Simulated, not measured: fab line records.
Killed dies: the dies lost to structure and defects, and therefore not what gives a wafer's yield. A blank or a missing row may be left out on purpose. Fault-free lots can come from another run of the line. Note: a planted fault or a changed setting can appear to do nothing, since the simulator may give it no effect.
fab line records	flow sky130
record lots=5	wafers=15	lastDay=50
route steps=708 shown NWELL@75 VT_ADJUST_HVTP@85 VT_ADJUST_LVTN@97 VT_ADJUST_NCORE@130 VT_ADJUST_HVTR@142 VT_ADJUST_PCH@153 SONOS_TUNNEL@166 PAD_OPEN@708
lots with no fault: from the same line, run without faults
startH: start of the lot's first displayed wafer, in hours after the record's first day	waitH: hours elapsed since this lot's preceding step	" same as the row above	L1.1+2: a row that stands for several wafers	- value missing, or start not given	* or withheld: withheld	< > ~ a bound
route shown NAME@n: names a module that has steps shown in the file, with the first one's number in the route	usual: mean/standard deviation of fault-free wafers	same: alike in all rows	chamber/n: place in a boat	sites: per-site readings	_std_site: how widely they spread, as a standard deviation	_edge_site: inner sites' mean taken away from outer sites' mean	radiusMm: for every site, how far away it sits from the centre of the wafer	mask NAME#n: copy n	behind: the most recent tool/chamber to have shaped the wafer	hold: reason for holding the lot/hours on hold/outcome of the hold	device: which transistor (n, p or np) failed to switch	end of line: the tests these same wafers got at the end of their route	step lacking rows: just its recipe	killed: not the wafer's yield, but the dies lost to structure and defects at the first sort	map: a wafer's dies, marking killed ones x, the rest . and places with no die _
set.NAME: the setting that was run; set.NAME@STEP: the one run at that earlier step	model.NAME: the simulator's own value behind a step, which no gauge read
lots at selected steps of the route; one table per step, one row per wafer
## steps
# step SKY_NWELL_DEVELOP_22
# recipe wallAngleDeg=90	developer=TMAH	developTimeS=60	devTempC=23
# step SKY_NWELL_IMPLANT_24
# recipe species=B	energyKev=140	doseCm2=9.2e+12	tiltDeg=withheld
# step SKY_NWELL_STRIP_25
# recipe chemistry=O2/N2	powerW=1400	pressureMtorr=1500	platenTempC=withheld	o2FlowSccm=3000	n2FlowSccm=300	overashFraction=0.5
# step SKY_NWELL_CLEAN_27
# recipe chemistry=SC1/SC2	mix=1:4:20	tempC=70	timeS=150	dry=n2Spin
# step SKY_NWELL_RTA_28
# recipe tempC=1050	timeS=30	idleTempC=650	rampUpCPerS=150	rampDownCPerS=90	ambient=N2
# step SKY_VT_ADJUST_HVTP_DEHYDRATE_00
# recipe tempC=200	timeS=60
# step SKY_VT_ADJUST_HVTP_HMDS_01
# recipe primeTimeS=60	primeTempC=120
# step SKY_VT_ADJUST_HVTP_COAT_02
# recipe resist=NOVOLAK	spinRpm=3000	resistThkNm=1140
# usual chillPlateTempC=22.99/0.11	dispensePressureKPa=52.6/2.9	resistLineTempC=22.99/0.1
lot.wafer	tool	chamber	startH	waitH	chillPlateTempC	dispensePressureKPa	resistLineTempC
L985.3	lithoTrack-01	-	206.62	0.1	-	-	-
L985.4	"	-	"	"	-	-	-
L985.5	"	-	"	"	-	-	-
L986.1	lithoTrack-01	-	210.62	0.1	-	-	-
L986.3	"	-	"	"	-	-	-
L986.6	"	-	"	"	-	-	-
L987.1	lithoTrack-03	-	216.12	0.1	-	-	-
L987.3	"	-	"	"	-	-	-
L987.4	"	-	"	"	-	-	-
L989.2	lithoTrack-02	0	228.10	0.1	23.02	55.1	23.01
L989.3	"	0	"	"	23.01	55.0	22.97
L989.6	"	0	"	"	22.99	55.0	23.03
L991.1	lithoTrack-01	0	238.87	0.1	23.04	48.5	23.00
L991.2	"	0	"	"	23.13	48.6	22.92
L991.3	"	0	"	"	22.99	48.6	23.06
# step SKY_VT_ADJUST_HVTP_SOFTBAKE_03
# recipe tempC=90	timeS=60	resist=NOVOLAK
# step SKY_VT_ADJUST_HVTP_EXPOSE_04
# recipe maskId=HVTPM	na=0.6	sourceShape=conventional	sigmaOuter=0.6	polarization=unpolarized	targetCdNm=380	doseMj=140
# step SKY_VT_ADJUST_HVTP_PEB_05
# recipe tempC=withheld	timeS=*	resist=NOVOLAK
# step SKY_VT_ADJUST_HVTP_DEVELOP_06
# recipe resist=NOVOLAK	developer=TMAH	developTimeS=60	devTempC=23
# step SKY_VT_ADJUST_HVTP_CD_MEAS_07
# recipe targetCdNm=380
# usual cdNm=379.2/2.6
lot.wafer	tool	chamber	startH	waitH	cdNm
L985.3	cdSem-01	-	217.67	0.1	-
L985.4	"	-	"	"	-
L985.5	"	-	"	"	-
L986.1	cdSem-02	-	221.28	0.1	-
L986.3	"	-	"	"	-
L986.6	"	-	"	"	-
L987.1	cdSem-01	-	227.12	0.1	-
L987.3	"	-	"	"	-
L987.4	"	-	"	"	-
L989.2	cdSem-01	-	239.99	0.1	380.5
L989.3	"	-	"	"	380.2
L989.6	"	-	"	"	379.9
L991.1	cdSem-02	-	250.72	0.1	377.6
L991.2	"	-	"	"	377.0
L991.3	"	-	"	"	376.4
# step SKY_VT_ADJUST_HVTP_OVL_MEAS_08
# usual VT_ADJUST_HVTP_OVL=0.2/1.3
lot.wafer	tool	chamber	startH	waitH	VT_ADJUST_HVTP_OVL[nm]
L985.3	overlay-02	-	217.76	0.1	-
L985.4	"	-	"	"	-
L985.5	"	-	"	"	-
L986.1	overlay-02	-	221.40	0.1	-
L986.3	"	-	"	"	-
L986.6	"	-	"	"	-
L987.1	overlay-02	-	227.24	0.1	-
L987.3	"	-	"	"	-
L987.4	"	-	"	"	-
L989.2	overlay-02	-	240.10	0.1	-2.9
L989.3	"	-	"	"	-2.5
L989.6	"	-	"	"	-0.9
L991.1	overlay-02	-	250.84	0.1	-0.5
L991.2	"	-	"	"	-0.4
L991.3	"	-	"	"	0.7
# step SKY_VT_ADJUST_HVTP_IMPLANT_09
# recipe species=As	energyKev=150	doseCm2=4.3e+12	tiltDeg=withheld
# step SKY_VT_ADJUST_HVTP_STRIP_10
# recipe chemistry=O2/N2	powerW=1400	pressureMtorr=1500	platenTempC=withheld	o2FlowSccm=3000	n2FlowSccm=300	overashFraction=0.5
# step SKY_VT_ADJUST_LVTN_DEHYDRATE_00
# recipe tempC=200	timeS=60
# step SKY_VT_ADJUST_LVTN_HMDS_01
# recipe primeTimeS=60	primeTempC=120
# step SKY_VT_ADJUST_LVTN_COAT_02
# recipe spinRpm=2000	resistThkNm=3000
# step SKY_VT_ADJUST_LVTN_SOFTBAKE_03
# recipe tempC=110	timeS=withheld
# step SKY_VT_ADJUST_LVTN_EXPOSE_04
# recipe maskId=NWM_COMPLEMENT_LESS_NATIVE	na=0.6	sourceShape=conventional	sigmaOuter=0.6	polarization=unpolarized	targetCdNm=840	doseMj=194
# step SKY_VT_ADJUST_LVTN_PEB_05
# recipe tempC=115	timeS=withheld
# step SKY_VT_ADJUST_LVTN_DEVELOP_06
# recipe wallAngleDeg=90	developer=TMAH	developTimeS=60	devTempC=23
# step SKY_VT_ADJUST_LVTN_IMPLANT_08
# recipe species=B	energyKev=30	doseCm2=1.57e+12	tiltDeg=withheld
# step SKY_VT_ADJUST_LVTN_STRIP_09
# recipe chemistry=O2/N2	powerW=1400	pressureMtorr=1500	platenTempC=withheld	o2FlowSccm=3000	n2FlowSccm=300	overashFraction=0.5
# step SKY_VT_ADJUST_LVTN_TW_MEAS_10
# usual VT_ADJUST_LVTN_TW=242.8/2.5
lot.wafer	tool	chamber	startH	waitH	VT_ADJUST_LVTN_TW
L985.3	filmMetro-01	-	240.93	0.1	1375.1
L985.4	"	-	"	"	1380.6
L985.5	"	-	"	"	1372.7
L986.1	filmMetro-04	-	245.26	0.1	1361.0
L986.3	"	-	"	"	1364.4
L986.6	"	-	"	"	1362.6
L987.1	filmMetro-03	-	251.47	0.1	1347.6
L987.3	"	-	"	"	1352.7
L987.4	"	-	"	"	1353.0
L989.2	filmMetro-01	-	264.52	0.1	246.6
L989.3	"	-	"	"	246.0
L989.6	"	-	"	"	246.6
L991.1	filmMetro-03	-	274.66	0.1	240.7
L991.2	"	-	"	"	240.7
L991.3	"	-	"	"	240.8
# step SKY_VT_ADJUST_LVTN_DEHYDRATE_11
# recipe tempC=200	timeS=60
# step SKY_VT_ADJUST_LVTN_HMDS_12
# recipe primeTimeS=60	primeTempC=120
# step SKY_VT_ADJUST_LVTN_COAT_13
# recipe resist=NOVOLAK	spinRpm=3000	resistThkNm=1140
# step SKY_VT_ADJUST_LVTN_SOFTBAKE_14
# recipe tempC=90	timeS=60	resist=NOVOLAK
# step SKY_VT_ADJUST_LVTN_EXPOSE_15
# recipe maskId=HVN_STD_DERIVED	na=0.6	sourceShape=conventional	sigmaOuter=0.6	polarization=unpolarized	targetCdNm=600	doseMj=163
# step SKY_VT_ADJUST_LVTN_PEB_16
# recipe tempC=withheld	timeS=*	resist=NOVOLAK
# step SKY_VT_ADJUST_LVTN_DEVELOP_17
# recipe resist=NOVOLAK	developer=TMAH	developTimeS=60	devTempC=23
# step SKY_VT_ADJUST_LVTN_IMPLANT_19
# recipe species=B	energyKev=30	doseCm2=6.5e+11	tiltDeg=withheld
# step SKY_VT_ADJUST_LVTN_TW_MEAS_21
# usual VT_ADJUST_LVTN_2_TW=189.2/1.6
lot.wafer	tool	chamber	startH	waitH	VT_ADJUST_LVTN_2_TW
L985.3	filmMetro-01	-	264.44	0.1	1377.8
L985.4	"	-	"	"	1385.6
L985.5	"	-	"	"	1379.5
L986.1	filmMetro-04	-	268.86	0.1	1359.0
L986.3	"	-	"	"	1359.1
L986.6	"	-	"	"	1355.6
L987.1	filmMetro-03	-	275.31	0.1	1353.3
L987.3	"	-	"	"	1350.4
L987.4	"	-	"	"	1352.0
L989.2	filmMetro-01	-	288.98	0.1	192.4
L989.3	"	-	"	"	192.2
L989.6	"	-	"	"	191.5
L991.1	filmMetro-03	-	299.52	0.1	188.3
L991.2	"	-	"	"	188.2
L991.3	"	-	"	"	187.5
# step SKY_VT_ADJUST_NCORE_TW_MEAS_11
# usual VT_ADJUST_NCORE_TW=220.5/2.1
lot.wafer	tool	chamber	startH	waitH	VT_ADJUST_NCORE_TW
L985.3	filmMetro-03	-	288.80	0.1	1348.8
L985.4	"	-	"	"	1353.9
L985.5	"	-	"	"	1351.2
L986.1	filmMetro-01	-	292.63	0.1	1388.9
L986.3	"	-	"	"	1381.1
L986.6	"	-	"	"	1391.5
L987.1	filmMetro-03	-	300.63	0.1	1354.8
L987.3	"	-	"	"	1360.6
L987.4	"	-	"	"	1365.6
L989.2	filmMetro-01	-	313.04	0.1	222.5
L989.3	"	-	"	"	221.6
L989.6	"	-	"	"	220.5
L991.1	filmMetro-03	-	324.83	0.1	219.6
L991.2	"	-	"	"	218.3
L991.3	"	-	"	"	218.9
# step SKY_VT_ADJUST_HVTR_TW_MEAS_11
# usual VT_ADJUST_HVTR_TW=213.8/1.2
lot.wafer	tool	chamber	startH	waitH	VT_ADJUST_HVTR_TW
L985.3	filmMetro-02	-	313.65	0.1	1384.5
L985.4	"	-	"	"	1373.1
L985.5	"	-	"	"	1378.4
L986.1	filmMetro-04	-	317.44	0.1	1368.9
L986.3	"	-	"	"	1376.3
L986.6	"	-	"	"	1369.6
L987.1	filmMetro-04	-	325.78	0.1	1374.3
L987.3	"	-	"	"	1370.5
L987.4	"	-	"	"	1379.7
L989.2	filmMetro-04	-	339.40	0.1	213.5
L989.3	"	-	"	"	212.0
L989.6	"	-	"	"	211.9
L991.1	filmMetro-01	-	352.38	0.1	215.1
L991.2	"	-	"	"	213.8
L991.3	"	-	"	"	215.1
# step SKY_VT_ADJUST_PCH_TW_MEAS_10
# usual VT_ADJUST_PCH_TW=143.6/1.1
lot.wafer	tool	chamber	startH	waitH	VT_ADJUST_PCH_TW
L985.3	filmMetro-02	-	340.68	0.1	1371.3
L985.4	"	-	"	"	1371.5
L985.5	"	-	"	"	1360.3
L986.1	filmMetro-04	-	343.36	0.1	1365.1
L986.3	"	-	"	"	1362.9
L986.6	"	-	"	"	1366.2
L987.1	filmMetro-04	-	353.56	0.1	1371.8
L987.3	"	-	"	"	1357.8
L987.4	"	-	"	"	1373.8
L989.2	filmMetro-02	-	367.57	0.1	144.2
L989.3	"	-	"	"	144.7
L989.6	"	-	"	"	144.9
L991.1	filmMetro-02	-	380.36	0.1	144.7
L991.2	"	-	"	"	144.0
L991.3	"	-	"	"	143.9
# step SKY_SONOS_TUNNEL_TW_MEAS_12
# usual SONOS_TUNNEL_TW=199.4/1.7
lot.wafer	tool	chamber	startH	waitH	SONOS_TUNNEL_TW
L985.3	filmMetro-01	-	369.41	0.0	1371.9
L985.4	"	-	"	"	1376.1
L985.5	"	-	"	"	1373.2
L986.1	filmMetro-01	-	371.80	0.0	1384.0
L986.3	"	-	"	"	1369.4
L986.6	"	-	"	"	1368.7
L987.1	filmMetro-04	-	382.17	0.0	1361.9
L987.3	"	-	"	"	1364.5
L987.4	"	-	"	"	1366.6
L989.2	filmMetro-04	-	397.45	0.0	196.9
L989.3	"	-	"	"	199.1
L989.6	"	-	"	"	198.8
L991.1	filmMetro-04	-	410.00	0.0	199.8
L991.2	"	-	"	"	198.5
L991.3	"	-	"	"	198.4
# step SKY_PAD_OPEN_PROBE_99
# usual killed_at_M0_to_M3=44/7.7	killed_at_M4_up=3.2/1.7	killedAtContacts=24/5.3	killedAtFrontEnd=15/4.3	killedAtOther=0.3/0.57	killedDies=87/11	killedOnRim=17/3.8	killedOpen=47/7.4	killedShort=40/6.5
# same grossDies=492	killedAtBackSide=0
lot.wafer	tool	chamber	startH	waitH	killed_at_M0_to_M3	killed_at_M4_up	killedAtContacts	killedAtFrontEnd	killedAtOther	killedDies	killedOnRim	killedOpen	killedShort
L985.3	prober-02	-	1162.39	0.2	33	3	23	433	0	492	96	41	33
L985.4	prober-02	-	1162.44	0.2	35	5	26	426	0	492	96	50	36
L985.5	prober-02	-	1162.49	0.2	44	4	23	421	0	492	96	52	34
L986.1	prober-01	-	1162.68	0.1	46	3	11	432	0	492	96	41	36
L986.3	prober-01	-	1162.78	0.2	53	2	22	415	0	492	96	40	52
L986.6	prober-01	-	1162.93	0.2	57	8	26	401	0	492	96	50	63
L987.1	prober-01	-	1169.55	0.1	50	4	33	405	0	492	96	57	44
L987.3	prober-01	-	1169.65	0.2	53	5	18	415	1	492	96	46	42
L987.4	prober-01	-	1169.70	0.2	45	2	22	423	0	492	96	49	35
L989.2	prober-01	-	1179.60	0.1	41	0	37	21	0	99	16	59	40
L989.3	prober-01	-	1179.65	0.2	43	4	30	14	0	91	19	45	46
L989.6	prober-01	-	1179.80	0.2	43	6	23	21	0	93	23	57	36
L991.1	prober-01	-	1187.97	0.1	43	2	27	14	0	86	18	52	33
L991.2	prober-01	-	1188.02	0.1	35	0	17	11	0	63	15	31	31
L991.3	prober-01	-	1188.07	0.2	35	3	16	16	0	70	23	39	30
# killed by level:class
L985.3 VT_ADJUST_HVTP:areaExpose=418 VIA3:geometricParticle:open=7 CONTACT:geometricParticle:open=7 CONTACT:geometricParticle:short=7 VIA1:geometricParticle:open=6 FIELD_ISO:geometricParticle:open=5 LI_CONTACT:geometricParticle:open=5 VIA2:geometricParticle:open=5
L985.4 VT_ADJUST_HVTP:areaExpose=406 CONTACT:geometricParticle:open=10 LI_CONTACT:geometricParticle:open=8 VIA3:geometricParticle:open=7 VIA1:geometricParticle:open=6 SPACER:geometricParticle:open=5 POLY_GATE:geometricParticle:short=4 METAL1:geometricParticle:short=4
L985.5 VT_ADJUST_HVTP:areaExpose=406 VIA1:geometricParticle:open=12 CONTACT:geometricParticle:open=11 VIA3:geometricParticle:open=8 LI_CONTACT:geometricParticle:open=6 METAL2:geometricParticle:short=5 LI_CONTACT:geometricParticle:short=4 METAL1:geometricParticle:short=4
L986.1 VT_ADJUST_HVTP:areaExpose=415 VIA1:geometricParticle:open=12 VIA1:geometricParticle:short=8 CONTACT:geometricParticle:open=7 METAL2:geometricParticle:short=6 VIA2:geometricParticle:open=5 METAL1:geometricParticle:short=5 POLY_GATE:geometricParticle:open=4
L986.3 VT_ADJUST_HVTP:areaExpose=400 METAL2:geometricParticle:short=11 VIA3:geometricParticle:open=11 CONTACT:geometricParticle:open=9 VIA1:geometricParticle:short=7 LI_CONTACT:geometricParticle:open=6 VIA1:geometricParticle:open=6 VIA3:geometricParticle:short=5
L986.6 VT_ADJUST_HVTP:areaExpose=378 METAL1:geometricParticle:short=12 LI_CONTACT:geometricParticle:open=10 VIA1:geometricParticle:open=10 METAL2:geometricParticle:short=8 FIELD_ISO:geometricParticle:short=6 METAL4:geometricParticle:short=6 FIELD_ISO:geometricParticle:open=5
L987.1 VT_ADJUST_HVTP:areaExpose=391 VIA1:geometricParticle:open=15 LI_CONTACT:geometricParticle:open=12 CONTACT:geometricParticle:open=10 METAL1:geometricParticle:short=9 VIA2:geometricParticle:open=6 FIELD_ISO:geometricParticle:short=4 POLY_GATE:geometricParticle:open=4
L987.3 VT_ADJUST_HVTP:areaExpose=403 VIA1:geometricParticle:open=15 CONTACT:geometricParticle:short=8 VIA2:geometricParticle:open=7 VIA3:geometricParticle:open=6 METAL1:geometricParticle:short=6 LI_CONTACT:geometricParticle:open=5 METAL2:geometricParticle:short=5
L987.4 VT_ADJUST_HVTP:areaExpose=408 LI_CONTACT:geometricParticle:open=12 VIA1:geometricParticle:open=11 VIA2:geometricParticle:open=6 CONTACT:geometricParticle:open=5 METAL2:geometricParticle:short=5 FIELD_ISO:geometricParticle:short=4 FIELD_ISO:geometricParticle:open=4
L989.2 CONTACT:geometricParticle:open=16 VIA3:geometricParticle:open=11 CONTACT:geometricParticle:short=7 VIA2:geometricParticle:open=7 METAL2:geometricParticle:short=7 METAL1:geometricParticle:short=6 POLY_GATE:geometricParticle:open=5 VIA1:geometricParticle:open=5
L989.3 CONTACT:geometricParticle:open=12 METAL3:geometricParticle:short=8 LI_CONTACT:geometricParticle:open=7 VIA1:geometricParticle:short=7 VIA1:geometricParticle:open=6 VIA3:geometricParticle:open=6 VIA2:geometricParticle:open=5 CONTACT:geometricParticle:short=5
L989.6 VIA2:geometricParticle:open=9 CONTACT:geometricParticle:open=9 LI_CONTACT:geometricParticle:open=8 VIA3:geometricParticle:open=6 FIELD_ISO:geometricParticle:open=5 VIA1:geometricParticle:open=5 METAL2:geometricParticle:short=5 POLY_GATE:geometricParticle:open=4
L991.1 VIA1:geometricParticle:open=14 LI_CONTACT:geometricParticle:open=12 VIA2:geometricParticle:open=7 LOCAL_INTERCONNECT:geometricParticle:short=5 METAL1:geometricParticle:short=5 CONTACT:geometricParticle:open=4 VIA3:geometricParticle:open=4 POLY_GATE:geometricParticle:open=3
L991.2 VIA3:geometricParticle:open=7 FIELD_ISO:geometricParticle:short=6 CONTACT:geometricParticle:short=5 CONTACT:geometricParticle:open=5 VIA1:geometricParticle:open=5 VIA2:geometricParticle:open=5 POLY_GATE:geometricParticle:open=4 LI_CONTACT:geometricParticle:open=4
L991.3 VIA1:geometricParticle:open=9 LI_CONTACT:geometricParticle:open=7 METAL1:geometricParticle:short=6 FIELD_ISO:geometricParticle:short=5 POLY_GATE:geometricParticle:open=5 VIA2:geometricParticle:open=5 VIA3:geometricParticle:open=5 CONTACT:geometricParticle:short=4
# map L985.3 (x killed, . not)
__________xxxxxxxxxx_________
________xxxxxxxxxxxxxx_______
______xxxxxxxxxxxxxxxxxx_____
_____xxxxxxxxxxxxxxxxxxxx____
____xxxxxxxxxxxxxxxxxxxxxx___
___xxxxxxxxxxxxxxxxxxxxxxxx__
__xxxxxxxxxxxxxxxxxxxxxxxxxx_
_xxxxxxxxxxxxxxxxxxxxxxxxxxxx
_xxxxxxxxxxxxxxxxxxxxxxxxxxxx
_xxxxxxxxxxxxxxxxxxxxxxxxxxxx
_xxxxxxxxxxxxxxxxxxxxxxxxxxxx
_xxxxxxxxxxxxxxxxxxxxxxxxxxxx
_xxxxxxxxxxxxxxxxxxxxxxxxxxxx
_xxxxxxxxxxxxxxxxxxxxxxxxxxxx
_xxxxxxxxxxxxxxxxxxxxxxxxxxxx
__xxxxxxxxxxxxxxxxxxxxxxxxxx_
___xxxxxxxxxxxxxxxxxxxxxxxx__
____xxxxxxxxxxxxxxxxxxxxxx___
_____xxxxxxxxxxxxxxxxxxxx____
______xxxxxxxxxxxxxxxxxx_____
________xxxxxxxxxxxxxx_______
__________xxxxxxxxxx_________
# map L986.1 (x killed, . not)
__________xxxxxxxxxx_________
________xxxxxxxxxxxxxx_______
______xxxxxxxxxxxxxxxxxx_____
_____xxxxxxxxxxxxxxxxxxxx____
____xxxxxxxxxxxxxxxxxxxxxx___
___xxxxxxxxxxxxxxxxxxxxxxxx__
__xxxxxxxxxxxxxxxxxxxxxxxxxx_
_xxxxxxxxxxxxxxxxxxxxxxxxxxxx
_xxxxxxxxxxxxxxxxxxxxxxxxxxxx
_xxxxxxxxxxxxxxxxxxxxxxxxxxxx
_xxxxxxxxxxxxxxxxxxxxxxxxxxxx
_xxxxxxxxxxxxxxxxxxxxxxxxxxxx
_xxxxxxxxxxxxxxxxxxxxxxxxxxxx
_xxxxxxxxxxxxxxxxxxxxxxxxxxxx
_xxxxxxxxxxxxxxxxxxxxxxxxxxxx
__xxxxxxxxxxxxxxxxxxxxxxxxxx_
___xxxxxxxxxxxxxxxxxxxxxxxx__
____xxxxxxxxxxxxxxxxxxxxxx___
_____xxxxxxxxxxxxxxxxxxxx____
______xxxxxxxxxxxxxxxxxx_____
________xxxxxxxxxxxxxx_______
__________xxxxxxxxxx_________
## key
firstSign step=SKY_VT_ADJUST_HVTP_COAT_02	reading=toolRecord	direction=missing
effect step=SKY_VT_ADJUST_HVTP_CD_MEAS_07	reading=cdNm	direction=missing
effect step=SKY_VT_ADJUST_HVTP_OVL_MEAS_08	reading=VT_ADJUST_HVTP_OVL	direction=missing
effect step=SKY_VT_ADJUST_LVTN_TW_MEAS_10	reading=VT_ADJUST_LVTN_TW	direction=up	sigmas=99+	usual=242.8	struck=1363.3
effect step=SKY_VT_ADJUST_LVTN_TW_MEAS_21	reading=VT_ADJUST_LVTN_2_TW	direction=up	sigmas=99+	usual=189.2	struck=1363.6
effect step=SKY_VT_ADJUST_NCORE_TW_MEAS_11	reading=VT_ADJUST_NCORE_TW	direction=up	sigmas=99+	usual=220.5	struck=1366.3
effect step=SKY_VT_ADJUST_HVTR_TW_MEAS_11	reading=VT_ADJUST_HVTR_TW	direction=up	sigmas=99+	usual=213.8	struck=1375.0
effect step=SKY_VT_ADJUST_PCH_TW_MEAS_10	reading=VT_ADJUST_PCH_TW	direction=up	sigmas=99+	usual=143.6	struck=1366.7
effect step=SKY_SONOS_TUNNEL_TW_MEAS_12	reading=SONOS_TUNNEL_TW	direction=up	sigmas=99+	usual=199.4	struck=1370.7
effect step=SKY_PAD_OPEN_PROBE_99	reading=killedAtFrontEnd	direction=up	sigmas=94	usual=15	struck=419
moreKillsBornAt SKY_VT_ADJUST_HVTP_EXPOSE_04@ilineStepper-02=2423	SKY_VT_ADJUST_HVTP_EXPOSE_04@ilineStepper-01=1202
metAt SKY_VT_ADJUST_HVTP_COAT_02
struckWafers L985.3,L985.4,L985.5,L986.1,L986.3,L986.6,L987.1,L987.3,L987.4
testerLeftOut L985,L986,L987
fault kind=skippedStepWhole	tool=lithoTrack-01,lithoTrack-03	chamber=-	onsetH=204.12	steps=SKY_VT_ADJUST_HVTP_COAT_02	scope=struckLotsOnly
# testerLeftOut: of these lots the tester's yield and bins aren't shown, on N5 and GAA mostly nor the transistor test; their killed dies are dies lost to structure and defects alone, not to doping, threshold or leakage, so they don't give the yield
